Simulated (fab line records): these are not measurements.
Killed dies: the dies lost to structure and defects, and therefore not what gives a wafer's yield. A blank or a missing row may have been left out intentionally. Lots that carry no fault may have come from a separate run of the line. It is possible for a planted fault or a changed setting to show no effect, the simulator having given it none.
Comparing a struck lot with a sound one + flow sky130 + 15 out of 708 route steps
Sound: wafers L134.1, L134.2, L134.5. Wafers L148.1, L148.3, L148.4 were the ones struck. At the end, the cause is stated.
Each step with rows lists, per side, the tool, then ch with its chambers, then its first start. Under that, the readings that differ: sound wafers + struck wafers + difference of the means + sigmas: that difference in standard deviations of wafers without a fault.
alike: readings with means less than 2 such deviations apart, plus words and numbers identical on both sides. not compared: withheld readings, readings lacking a value on some wafer, bounds such as >300 that could conceal the same value, and numbers that have no deviation in the record and whose values overlap.
Wherever a step has rows on one side only, a row that says differs or no value, or a row with sigmas, the two part there. Non-overlapping numbers with no deviation appear without sigmas and do not part them. Lack of a reading on every wafer of one side parts them only where that side has two or more wafers.

first, 1 step without rows for these wafers: SKY_VT_ADJUST_NCORE_DEVELOP_06 (develop time 60 s).
SKY_VT_ADJUST_NCORE_CD_MEAS_07 targets a cd of 380 nm.
  struck on cd_sem-02, day 14 06:40; sound on cd_sem-01, day 9 18:53
  alike: cd_nm
SKY_VT_ADJUST_NCORE_OVL_MEAS_08:
  struck on overlay-02, day 14 06:47; sound on overlay-02, day 9 19:01
  alike: VT_ADJUST_NCORE_OVL
next, for these wafers, 1 step has no rows: SKY_VT_ADJUST_NCORE_IMPLANT_09.
SKY_VT_ADJUST_NCORE_STRIP_10: strips in O2/N2.
  sound on plasma_asher-03 ch 0,1, day 9 19:11; struck on plasma_asher-02 ch 0,1, day 14 06:58
  alike: drypump_motor_current_A, oes_product_au, strip_time_to_endpoint_s
  not compared: rf_hours_counter_h
SKY_VT_ADJUST_NCORE_TW_MEAS_11:
  struck on film_metro-02, day 14 07:04; sound on film_metro-01, day 9 19:17
  alike: VT_ADJUST_NCORE_TW
then, 6 steps without rows for these wafers: SKY_VT_ADJUST_HVTR_DEHYDRATE_00 (time 60 s); SKY_VT_ADJUST_HVTR_HMDS_01 (prime time 60 s); SKY_VT_ADJUST_HVTR_COAT_02 (resist thk 1140 nm); SKY_VT_ADJUST_HVTR_SOFTBAKE_03 (time 60 s); SKY_VT_ADJUST_HVTR_EXPOSE_04 (exposes mask HVTRM, target cd 380 nm); SKY_VT_ADJUST_HVTR_PEB_05.
SKY_VT_ADJUST_HVTR_DEVELOP_06: develop time 60 s.
  sound on litho_track-02 ch 0, day 10 17:14; struck on litho_track-01 ch 0, day 15 09:09
| reading              | sound             | struck            | difference | sigmas |
|----------------------|-------------------|-------------------|------------|--------|
| developer_temp_C (C) | 23.00 22.97 22.93 | 22.15 22.14 22.03 | -0.86      | -8     |
SKY_VT_ADJUST_HVTR_CD_MEAS_07 targets a cd of 380 nm.
  struck on cd_sem-02, day 15 09:23; sound on cd_sem-02, day 10 17:23
| reading    | sound             | struck            | difference | sigmas |
|------------|-------------------|-------------------|------------|--------|
| cd_nm (nm) | 377.8 378.0 380.2 | 386.5 384.0 384.5 | +6.3       | +2     |
-- here the record skips 35 days between the struck wafers' starts before and after, leaving off in module VT_ADJUST_HVTR and picking up in module PAD_OPEN (first step shown: number 708 of the route) --
SKY_PAD_OPEN_PROBE_99:
  struck on prober-02, day 50 05:00; sound on prober-02, day 47 08:11
  alike: killed_at_M0_to_M3, killed_at_M4_up, killed_at_contacts, killed_at_front_end, killed_at_other, killed_dies, killed_open, killed_short

WHERE THEY PART
Last at SKY_VT_ADJUST_HVTR_CD_MEAS_07 as far as this record goes, first at SKY_VT_ADJUST_HVTR_DEVELOP_06. Later steps at which nothing parts them and some readings are alike: SKY_PAD_OPEN_PROBE_99.

WHY: whatever the simulator had introduced
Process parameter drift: litho_track-01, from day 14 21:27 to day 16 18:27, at SKY_VT_ADJUST_HVTR_DEVELOP_06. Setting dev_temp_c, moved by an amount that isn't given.
